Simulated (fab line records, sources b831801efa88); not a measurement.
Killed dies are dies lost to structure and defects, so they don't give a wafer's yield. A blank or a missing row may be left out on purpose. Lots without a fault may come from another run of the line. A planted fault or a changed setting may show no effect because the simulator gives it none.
fab line records | flow sky130 | part 2 of 2: steps 28 to 36 of 36
record lots=5 wafers=15 last_day=50
route steps=708 shown SD_N@353 SD_P@359 RES_XHIGH@360 SALICIDE@361 LI_CONTACT@362 LOCAL_INTERCONNECT@387
lots that met no fault: from a run of the same line without faults
start_h: hours from the record's first day to the start of the lot's first wafer shown | wait_h: hours since the lot's step before | " the same as in the row above | L1.1+2: a row that stands for several wafers | - no value, or no start given | * or withheld: withheld | < > ~ a bound
route shown NAME@n: a module of which the file shows steps, and the number in the route of the first | usual: mean/standard deviation of fault-free wafers | same: alike in all rows | chamber/n: place in a boat | sites: the reading at each site | _std_site: their standard deviation | _edge_site: outer sites' mean less inner sites' | radius_mm: how far each site lies from the wafer's centre | mask NAME#n: copy n | behind: the tool/chamber that last shaped the wafer | hold: why the lot was held/for how many hours/how that ended | device: the transistor (n, p or np) that didn't switch | end of line: the same wafers' tests at the end of the route | a step without rows: its recipe alone | killed: dies lost to structure and defects at the first sort, not the wafer's yield | map: a wafer's dies, x killed, . not, _ none there
set.NAME: the setting as run; set.NAME@STEP: as run at that earlier step | model.NAME: the simulator's own value behind a step, which no gauge read
lots at some steps of the route; a table a step, a row a wafer
services: from which hour (start_h, from the record's first day; less than 0 if before it) a tool's chamber was out of use, for how many hours, and why
## steps
# step SKY_LI_CONTACT_SPUTTER_19
# recipe material=Ti target_thk_nm=20 chamber_pressure_pa=5 power_w=2500 substrate_temp_c=200 time_s=106.37
# usual throttle_valve_pct=30.2/0.82
# columns lot.wafer tool chamber start_h wait_h throttle_valve_pct
L083.2 pvd_sputter-02 - 758.55 0.0 29.5
L083.3 " - " " 31.4
L083.4 " - " " 29.5
L084.1 pvd_sputter-03 - 762.82 0.0 30.2
L084.4 " - " " 31.2
L084.5 " - " " 31.1
L089.2 pvd_sputter-02 - 798.22 0.0 29.9
L089.3 " - " " 30.0
L089.4 " - " " 31.1
L093.1 pvd_sputter-02 - 827.04 0.0 29.1
L093.2 " - " " 30.0
L093.6 " - " " 30.1
L095.2 pvd_sputter-03 - 839.69 0.0 31.0
L095.3 " - " " 30.5
L095.6 " - " " 30.8
# step SKY_LI_CONTACT_SPUTTER_20
# recipe material=TiN target_thk_nm=20 chamber_pressure_pa=5 power_w=4000 time_s=80
# usual throttle_valve_pct=30.3/0.8
# columns lot.wafer tool chamber start_h wait_h throttle_valve_pct
L083.2 pvd_sputter-02 - 758.63 0.0 29.4
L083.3 " - " " 31.0
L083.4 " - " " 29.7
L084.1 pvd_sputter-03 - 762.89 0.0 30.5
L084.4 " - " " 31.2
L084.5 " - " " 31.2
L089.2 pvd_sputter-02 - 798.30 0.0 29.8
L089.3 " - " " 29.8
L089.4 " - " " 31.1
L093.1 pvd_sputter-02 - 827.11 0.0 29.4
L093.2 " - " " 30.1
L093.6 " - " " 29.9
L095.2 pvd_sputter-03 - 839.77 0.0 30.9
L095.3 " - " " 30.5
L095.6 " - " " 30.7
# step SKY_LI_CONTACT_CVD_21
# recipe material=W target_thk_nm=400 time_s=120.56 temp_c=400 pressure_torr=40
# usual heater_power_outer_w=515/110 heater_power_w=882/180
# columns lot.wafer tool chamber start_h wait_h heater_power_outer_w heater_power_w since_wet_clean_h
L083.2 cvd_w-01 1 758.69 0.0 692 1169 855
L083.3 " 0 " " 424 706 -
L083.4 " 1 " " 684 1164 -
L084.1 cvd_w-02 0 762.96 0.0 488 837 359
L084.4 " 1 " " 446 762 -
L084.5 " 0 " " 481 812 -
L089.2 cvd_w-02 1 798.36 0.0 447 794 394
L089.3 " 1 " " 440 802 -
L089.4 " 0 " " 483 832 -
L093.1 cvd_w-01 1 827.17 0.0 704 1173 923
L093.2 " 0 " " 419 700 923
L093.6 " 0 " " 429 706 -
L095.2 cvd_w-01 1 839.83 0.0 689 1179 936
L095.3 " 1 " " 678 1166 -
L095.6 " 1 " " 688 1206 -
# step SKY_LI_CONTACT_RS_MEAS_22
# recipe thk_meas_gauge=four-point-probe reads=W_of_LI_CONTACT_CVD_21+TiN_of_LI_CONTACT_SPUTTER_20+Ti_of_LI_CONTACT_SPUTTER_19
# usual LI_CONTACT_W_RS=0.282/0.0033
# columns lot.wafer tool chamber start_h wait_h LI_CONTACT_W_RS[ohm/sq]
L083.2 film_metro-01 - 758.84 0.1 0.281
L083.3 " - " " 0.285
L083.4 " - " " 0.283
L084.1 film_metro-04 - 763.08 0.1 0.288
L084.4 " - " " 0.284
L084.5 " - " " 0.285
L089.2 film_metro-02 - 798.50 0.1 0.284
L089.3 " - " " 0.287
L089.4 " - " " 0.283
L093.1 film_metro-01 - 827.30 0.1 0.282
L093.2 " - " " 0.288
L093.6 " - " " 0.286
L095.2 film_metro-01 - 839.97 0.1 0.280
L095.3 " - " " 0.280
L095.6 " - " " 0.283
# step SKY_LI_CONTACT_THK_MEAS_23
# recipe thk_meas_gauge=xrf reads=W_of_LI_CONTACT_CVD_21
# usual LI_CONTACT_W_THK=411/7.1
# columns lot.wafer tool chamber start_h wait_h LI_CONTACT_W_THK[nm]
L083.2 film_metro-01 - 758.95 0.1 417
L083.3 " - " " 410
L083.4 " - " " 416
L084.1 film_metro-04 - 763.20 0.1 394
L084.4 " - " " 403
L084.5 " - " " 398
L089.2 film_metro-02 - 798.61 0.1 405
L089.3 " - " " 401
L089.4 " - " " 407
L093.1 film_metro-01 - 827.42 0.1 417
L093.2 " - " " 408
L093.6 " - " " 409
L095.2 film_metro-01 - 840.08 0.1 423
L095.3 " - " " 420
L095.6 " - " " 415
# step SKY_LI_CONTACT_CMP_24
# recipe stop_on=PSG t_overpolish_s=20 down_force_psi=3.5 platen_rpm=60 target_thk_nm=0 pad_velocity_m_s=0.94248
# usual motor_current_A=10.6/1.5 overpolish_run_s=20.000/0.0091 retaining_ring_pressure_frac=1.000/0.0049 time_to_endpoint_s=99/3.5
# columns lot.wafer tool chamber start_h wait_h motor_current_A overpolish_run_s retaining_ring_pressure_frac time_to_endpoint_s
L083.3 cmp-01 1 759.00 0.0 9.4 20.015 0.999 105
L083.2 " 3 " " 11.4 20.006 0.995 103
L083.4 " 0 " " 12.9 19.997 0.993 102
L084.1 cmp-01 0 763.26 0.1 12.7 19.991 1.000 97
L084.4 " 1 " " 9.6 20.002 0.998 99
L084.5 " 0 " " 12.4 20.006 0.995 99
L089.2 cmp-02 0 798.66 0.0 9.2 19.985 0.992 95
L089.3 " 1 " " 11.6 20.011 0.994 96
L089.4 " 3 " " 10.6 19.998 1.003 91
L093.1 cmp-02 3 827.48 0.1 11.2 19.991 1.005 99
L093.2 " 0 " " 9.3 20.007 1.006 98
L093.6 " 0 " " 8.8 20.009 1.007 96
L095.3 cmp-02 0 840.18 0.1 8.8 19.996 0.994 98
L095.2 " 2 " " 11.7 20.009 1.003 98
L095.6 " 3 " " 10.8 19.999 0.998 94
# step SKY_LOCAL_INTERCONNECT_SPUTTER_00
# recipe material=TiN target_thk_nm=100 temp_c=300 power_w=6500 time_s=83.3 chamber_pressure_pa=0.4
# usual throttle_valve_pct=30.2/0.72
# columns lot.wafer tool chamber start_h wait_h throttle_valve_pct
L083.2 pvd_sputter-02 - 759.30 0.1 29.3
L083.3 " - " " 31.4
L083.4 " - " " 29.6
L084.1 pvd_sputter-01 - 763.56 0.2 28.9
L084.4 " - " " 30.9
L084.5 " - " " 30.3
L089.2 pvd_sputter-01 - 798.96 0.2 29.0
L089.3 " - " " 30.6
L089.4 " - " " 31.5
L093.1 pvd_sputter-04 - 827.78 0.2 30.4
L093.2 " - " " 30.0
L093.6 " - " " 30.1
L095.2 pvd_sputter-01 - 840.43 0.1 30.5
L095.3 " - " " 28.9
L095.6 " - " " 31.9
# step SKY_LOCAL_INTERCONNECT_RS_MEAS_01
# recipe thk_meas_gauge=four-point-probe reads=TiN_of_LOCAL_INTERCONNECT_SPUTTER_00
# usual LOCAL_INTERCONNECT_TIN_RS=14.12/0.12
# columns lot.wafer tool chamber start_h wait_h LOCAL_INTERCONNECT_TIN_RS[ohm/sq]
L083.2 film_metro-02 - 759.38 0.1 14.40
L083.3 " - " " 14.29
L083.4 " - " " 14.26
L084.1 film_metro-01 - 763.62 0.0 14.25
L084.4 " - " " 14.29
L084.5 " - " " 14.26
L089.2 film_metro-03 - 799.05 0.1 13.95
L089.3 " - " " 14.04
L089.4 " - " " 13.82
L093.1 film_metro-02 - 827.84 0.0 14.25
L093.2 " - " " 14.10
L093.6 " - " " 14.13
L095.2 film_metro-03 - 840.52 0.1 14.11
L095.3 " - " " 14.10
L095.6 " - " " 14.11
# step SKY_LOCAL_INTERCONNECT_THK_MEAS_02
# recipe thk_meas_gauge=xrf reads=TiN_of_LOCAL_INTERCONNECT_SPUTTER_00
# usual LOCAL_INTERCONNECT_TIN_THK=100.9/0.96
# columns lot.wafer tool chamber start_h wait_h LOCAL_INTERCONNECT_TIN_THK[nm]
L083.2 film_metro-02 - 759.49 0.1 98.4
L083.3 " - " " 99.3
L083.4 " - " " 99.1
L084.1 film_metro-01 - 763.74 0.1 100.1
L084.4 " - " " 99.2
L084.5 " - " " 100.0
L089.2 film_metro-03 - 799.16 0.1 102.2
L089.3 " - " " 101.6
L089.4 " - " " 103.5
L093.1 film_metro-02 - 827.96 0.1 100.0
L093.2 " - " " 101.0
L093.6 " - " " 100.6
L095.2 film_metro-03 - 840.63 0.1 100.6
L095.3 " - " " 100.9
L095.6 " - " " 100.7
## services
# columns tool chamber start_h hours kind
krf_scanner-02 - 709.67 0.8 pm
hdpcvd-01 2 712.04 10.9 repair
krf_scanner-02 - 720.15 0.8 pm
rie_diel-01 2 721.83 3.8 repair
hdpcvd-01 - 721.95 2.8 pm
pvd_sputter-03 - 731.38 3.1 repair
plasma_asher-01 - 733.75 9.0 pm
plasma_asher-03 - 740.91 4.3 pm
krf_scanner-02 - 742.80 4.7 repair
cmp-02 - 744.00 4.0 pm
krf_scanner-01 - 750.39 2.5 repair
cvd_w-01 0 761.04 7.4 repair
krf_scanner-01 - 761.61 1.0 pm
krf_scanner-01 - 763.52 0.3 repair
cmp-01 - 764.10 0.4 repair
cmp-02 - 771.41 3.8 repair
plasma_asher-03 - 790.82 15.6 pm
krf_scanner-01 - 790.97 0.8 pm
pvd_sputter-03 - 814.03 9.2 repair
wet_bench-03 - 818.30 2.9 repair
hdpcvd-01 0 829.67 7.5 repair
cmp-01 - 830.80 5.8 pm
pvd_sputter-02 - 832.51 12.7 repair
plasma_asher-04 - 839.63 1.2 repair
